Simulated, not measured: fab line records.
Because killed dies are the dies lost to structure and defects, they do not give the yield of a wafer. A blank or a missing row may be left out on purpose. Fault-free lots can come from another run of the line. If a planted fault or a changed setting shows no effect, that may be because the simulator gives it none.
Matching of chambers    flow sky130    4 sister chambers for SKY_CONTACT_CMP_04 on cmp-02
The step polishes SiO2. 18 wafers are shown with their chamber, then 9 later ones without.

## WAFERS, EACH WITH ITS CHAMBER
wafer   chamber  motor current A (A)  time to endpoint s (s)
L605.1  0        13.3                 84
L605.3  3        10.9                 84
L605.5  0        12.3                 81
L606.3  1        10.4                 82
L606.4  3        11.2                 79
L606.5  0        12.9                 79
L609.2  3        11.5                 86
L609.3  2        12.1                 86
L609.4  1        10.2                 88
L614.4  3        10.6                 84
L614.5  2        12.8                 82
L614.6  3        11.1                 84
L616.3  0        13.0                 80
L616.5  3        10.8                 82
L616.6  2        12.0                 81
L623.4  0        12.4                 79
L623.5  0        12.2                 81
L623.6  1        10.7                 82

SIGNATURES (means of the wafers above)
reading             chamber 0  chamber 1  chamber 2  chamber 3  scatter within a chamber
motor current A     12.683     10.433     12.300     11.017     0.378
time to endpoint s  80.67      84.00      83.00      83.17      2.45
Rule: a wafer lies at a distance from a chamber equal to the root of the sum of squares, over the readings, of (its reading less the chamber's mean, divided by the reading's scatter). The wafer belongs to the nearest chamber; if the next one is less than 2 further off, it can't be placed. The scatter: take each reading less its chamber's mean, square it, sum over the shown wafers, divide by the number of wafers less the number of chambers, and take the root.

## WAFERS WITHOUT THEIR CHAMBER
wafer   motor current A (A)  time to endpoint s (s)
L624.1  12.3                 80
L624.3  10.4                 87
L624.4  12.5                 83
L625.1  12.3                 76
L625.2  11.0                 73
L625.4  12.3                 78
L627.3  10.5                 93
L627.5  12.6                 87
L627.6  10.4                 87

## THE CHAMBER EACH PASSED THROUGH
wafer   from the rows above                in truth
L624.1  can't be placed: 0 or 2            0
L624.3  can't be placed: 1 or 3            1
L624.4  can't be placed: 2 or 0            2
L625.1  can't be placed: 0 or 2            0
L625.2  can't be placed: 3 or 1 or 2 or 0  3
L625.4  can't be placed: 0 or 2            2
L627.3  can't be placed: 1 or 3            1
L627.5  can't be placed: 2 or 0            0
L627.6  can't be placed: 1 or 3            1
0 of 9 placed correctly. Cannot be placed on the basis of these rows: 9; the candidates contain the true chamber in 9. Wrongly placed: 0.
